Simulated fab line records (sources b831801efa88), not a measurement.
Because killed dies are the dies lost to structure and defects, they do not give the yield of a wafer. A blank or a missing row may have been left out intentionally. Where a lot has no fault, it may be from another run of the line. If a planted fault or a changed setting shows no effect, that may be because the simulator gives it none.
Chamber matching + flow gf180mcu + GF_V2_CMP_04 on cmp-02 has 4 sister chambers
The step polishes SiO2. 8 wafers are shown with their chamber, then 10 later ones without.

## EACH WAFER AND ITS CHAMBER
| wafer  | chamber | motor current A (A) | time to endpoint s (s) |
|--------|---------|---------------------|------------------------|
| L080.5 | 3       | 12.1                | 79                     |
| L088.5 | 2       | 11.1                | 80                     |
| L088.6 | 1       | 14.0                | 76                     |
| L091.3 | 0       | 10.8                | 71                     |
| L091.4 | 2       | 11.0                | 81                     |
| L091.5 | 3       | 12.3                | 76                     |
| L092.2 | 1       | 14.1                | 79                     |
| L092.4 | 0       | 11.1                | 85                     |

## WAFERS WHOSE CHAMBER IS MISSING
| wafer  | motor current A (A) | time to endpoint s (s) |
|--------|---------------------|------------------------|
| L092.5 | 11.1                | 90                     |
| L094.2 | 11.0                | 73                     |
| L094.3 | 15.0                | 75                     |
| L094.4 | 12.4                | 72                     |
| L093.3 | 10.5                | 90                     |
| L093.4 | 10.8                | 84                     |
| L093.6 | 14.6                | 83                     |
| L095.1 | 10.7                | 82                     |
| L095.5 | 12.6                | 87                     |
| L095.6 | 10.8                | 91                     |

## WHICH CHAMBER EACH ONE RAN IN
| wafer  | from the rows above     | in truth |
|--------|-------------------------|----------|
| L092.5 | can't be placed: 2 or 0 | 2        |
| L094.2 | can't be placed: 0 or 2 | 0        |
| L094.3 | 1                       | 1        |
| L094.4 | 3                       | 3        |
| L093.3 | can't be placed: 0 or 2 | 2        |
| L093.4 | can't be placed: 0 or 2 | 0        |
| L093.6 | 1                       | 1        |
| L095.1 | can't be placed: 0 or 2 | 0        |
| L095.5 | 3                       | 3        |
| L095.6 | can't be placed: 2 or 0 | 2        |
Correctly placed: 4 of 10. Unplaceable from these rows: 6, with the true chamber sitting among the candidates in 6. 0 placed wrongly.
How it was worked out, from the rows above alone: a wafer's distance from a chamber is the root of the sum, over the readings, of the square of ((its reading less the chamber's mean) divided by the reading's scatter). If the next closest chamber is less than 2 further off than the closest, the wafer can't be placed; otherwise it belongs to the closest. A chamber's mean is the mean of its shown wafers. The scatter is the square root of a quotient: the sum, over the shown wafers, of each reading's squared deviation from its chamber's mean, divided by wafers minus chambers.
